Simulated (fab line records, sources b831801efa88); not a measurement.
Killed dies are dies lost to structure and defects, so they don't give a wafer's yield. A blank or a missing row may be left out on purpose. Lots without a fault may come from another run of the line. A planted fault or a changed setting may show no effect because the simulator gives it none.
Which tool did it? | flow gf180mcu | 14 lots, 42 wafers sampled, at 1 step of a route of 602

WHAT THE GAUGES READ, wafer by wafer
GF_V2_OVL_MEAS_15.
lot  | measured     | on         | V2_OVL (nm)
L188 | day 20 05:48 | overlay-01 | -4 -6 1
L190 | day 21 01:41 | overlay-02 | -3 -1 -4
L191 | day 21 11:14 | overlay-02 | -12 -3 -13
L192 | day 22 07:13 | overlay-01 | -3 -10 -6
L193 | day 22 19:44 | overlay-01 | 1 -5 -3
L195 | day 23 02:14 | overlay-01 | 0 -11 3
L202 | day 25 09:01 | overlay-01 | -3 -8 -6
L203 | day 25 14:49 | overlay-01 | 5 4 1
L205 | day 26 08:06 | overlay-02 | -1 8 0
L206 | day 26 13:49 | overlay-01 | -1 -2 -2
L207 | day 26 21:52 | overlay-02 | -5 -10 -5
L208 | day 27 04:47 | overlay-02 | -12 -11 -18
L209 | day 27 10:19 | overlay-01 | -8 -8 -8
L210 | day 27 16:42 | overlay-02 | 0 -4 3

WHICH TOOL RAN EACH LOT (tool, then ch and the chambers of the sampled wafers, then the start)
The record holds no process step before these readings.

WHAT THE TOOLS THEMSELVES READ (means of the sampled wafers that have a number; where no wafer has one, the mark that the record gives instead)
The record holds no such reading with a usual standard deviation.

THE ANSWER, worked out from the rows above alone
Rule: what is usual is taken from the lots themselves. Put in order of their means at a reading, lots are off if they are a third of the lots or fewer, leave a main group of 4 or more, and stand apart from it by a gap of 3 or more times the standard deviation of the main group's means; of several such gaps the widest counts. A main group whose means are all the same, to the digits that the tables above print for the reading, isn't used. A lot without any number at a reading at which 4 lots or more have one is off too. The other lots that the step has rows for count as sound. The gauges are gone through in route order, then the tools' own readings, and for those a lot's mean is taken as printed above. The first step at which some lot is off is used, and at that step the reading that is off furthest; a lot without a number counts as furthest.
No lot is off at any reading shown: from this, nothing can be told.

WHAT THE SIMULATOR HAD PUT IN
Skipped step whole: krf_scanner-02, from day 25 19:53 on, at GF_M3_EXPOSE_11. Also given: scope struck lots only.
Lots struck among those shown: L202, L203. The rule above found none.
